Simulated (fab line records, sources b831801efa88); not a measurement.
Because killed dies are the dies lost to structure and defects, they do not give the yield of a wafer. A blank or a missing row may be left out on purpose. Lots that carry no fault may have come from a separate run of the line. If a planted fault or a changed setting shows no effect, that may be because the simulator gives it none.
A lot that was struck, set against a sound lot -- flow sky130 -- 36 out of 708 route steps
Sound: wafers L881.1, L881.3, L881.5. Wafers struck: L885.2, L885.5, L885.6. The cause is named last.
At each step with rows: each side's tool, then ch and its chambers, then its first start. Under that, the readings that differ: sound wafers -- struck wafers -- difference of the means -- sigmas: that difference in standard deviations of wafers without a fault.
alike: same words and numbers on both sides, and readings whose means sit less than 2 such deviations apart. not compared: any withheld reading, any reading some wafer has no value for, any bound like >300 that may hide the same value, and any number with overlapping values for which the record gives no deviation.
Wherever a step has rows on one side only, a row that says differs or no value, or a row with sigmas, the two part there. When numbers do not overlap yet have no deviation, they are printed without sigmas and do not part them. A reading missing from all wafers of one side parts the sides only when that side holds two or more wafers.

first, 9 steps without rows for these wafers: SKY_LDD_HVP_IMPLANT_08; SKY_LDD_HVP_STRIP_09 (strips in O2/N2); SKY_LDD_LDN_DEHYDRATE_00 (time 60 s); SKY_LDD_LDN_HMDS_01 (prime time 60 s); SKY_LDD_LDN_COAT_02 (resist thk 1140 nm); SKY_LDD_LDN_SOFTBAKE_03 (time 60 s); SKY_LDD_LDN_EXPOSE_04 (exposes mask LDNTM, target cd 700 nm); SKY_LDD_LDN_PEB_05; SKY_LDD_LDN_DEVELOP_06 (develop time 60 s).
SKY_LDD_LDN_IMPLANT_08:
  sound on implanter-03 ch 0, day 27 09:53; struck on implanter-03 ch 0, day 28 10:16
  alike: endStationPressureTorr, rotationDeg
then, 25 steps without rows for these wafers: SKY_LDD_LDN_IMPLANT_09; SKY_LDD_LDN_IMPLANT_10; SKY_LDD_LDN_IMPLANT_11; SKY_LDD_LDN_STRIP_12 (strips in O2/N2); SKY_LDD_LDN_CLEAN_14 (cleans in SC1/SC2, time 150 s); SKY_SPACER_CVD_00 (deposits Si3N4 from DCS/NH3, target thk 43.1 nm, time 740 s); SKY_SPACER_ETCHBACK_02 (etches Si3N4 in CH3F/O2, stops on SiO2, time 46.7 s, target depth 45 nm); SKY_POLY_CUT_DEHYDRATE_00 (time 60 s); SKY_POLY_CUT_HMDS_01 (prime time 60 s); SKY_POLY_CUT_COAT_02 (resist thk 60 nm); SKY_POLY_CUT_COAT_03 (resist thk 450 nm); SKY_POLY_CUT_SOFTBAKE_04 (time 90 s); SKY_POLY_CUT_EXPOSE_05 (exposes mask NPCM, target cd 270 nm); SKY_POLY_CUT_PEB_06; SKY_POLY_CUT_DEVELOP_07 (develop time 60 s); SKY_POLY_CUT_ETCH_10 (etches BARC in N2/H2, stops on SiO2, time 45.9 s, target depth 60 nm); SKY_POLY_CUT_ETCH_11 (etches Si3N4 in CF4/CH2F2/Ar, stops on poly-Si, time 42.5 s, target depth 60 nm); SKY_POLY_CUT_STRIP_12 (strips in O2/N2); SKY_SD_P_DEHYDRATE_00 (time 60 s); SKY_SD_P_HMDS_01 (prime time 60 s); SKY_SD_P_COAT_02 (resist thk 1140 nm); SKY_SD_P_SOFTBAKE_03 (time 60 s); SKY_SD_P_EXPOSE_04 (exposes mask PSDM, target cd 380 nm); SKY_SD_P_PEB_05; SKY_SD_P_DEVELOP_06 (develop time 60 s).
-- record jumps: 21 days separate the struck wafers' starts on either side; left off in module SD_P, taken up again in module PAD_OPEN, whose first shown step is the route's number 708 --
SKY_PAD_OPEN_PROBE_99:
  sound on prober-02 at day 48 23:35; struck on prober-02 at day 49 11:35
reading,sound,struck,difference,sigmas
model.etest.diodeNwellSub.leakLog10ACm2,-7.474 -7.234 -7.381,-5.948 -6.04 -5.947,+1.385,
model.etest.diodeDnwellSub.leakLog10ACm2,-7.264 -7.584 -7.251,-5.834 -5.928 -6.189,+1.383,
model.etest.diodePwellDnwell.leakLog10ACm2,-7.257 -7.713 -7.496,-6.371 -6.325 -6.307,+1.154,
model.etest.diodeNdiffPwellHv.leakLog10ACm2,-6.472 -6.78 -6.682,-5.988 -5.707 -6.01,+0.743,
model.etest.diodePdiffNwellHv.leakLog10ACm2,-6.787 -6.475 -6.895,-6.203 -6.061 -5.663,+0.743,
model.etest.diodeNdiffPwell.leakLog10ACm2,-7.457 -7.659 -7.523,-6.411 -6.585 -6.378,+1.088,
model.etest.diodePdiffNwell.leakLog10ACm2,-7.413 -7.192 -7.023,-6.537 -6.388 -6.28,+0.808,
model.etest.nfet_16v.offLog10AUm,-13.89 -13.85 -13.85,-13.25 -13.24 -13.28,+0.61,
  alike: killed_at_M0_to_M3, killed_at_M4_up, killedAtContacts, killedAtFrontEnd, killedAtOther, killedDies, killedOpen, killedShort

WHERE THEY PART
Nowhere in this record.

WHY: what the simulator had put in
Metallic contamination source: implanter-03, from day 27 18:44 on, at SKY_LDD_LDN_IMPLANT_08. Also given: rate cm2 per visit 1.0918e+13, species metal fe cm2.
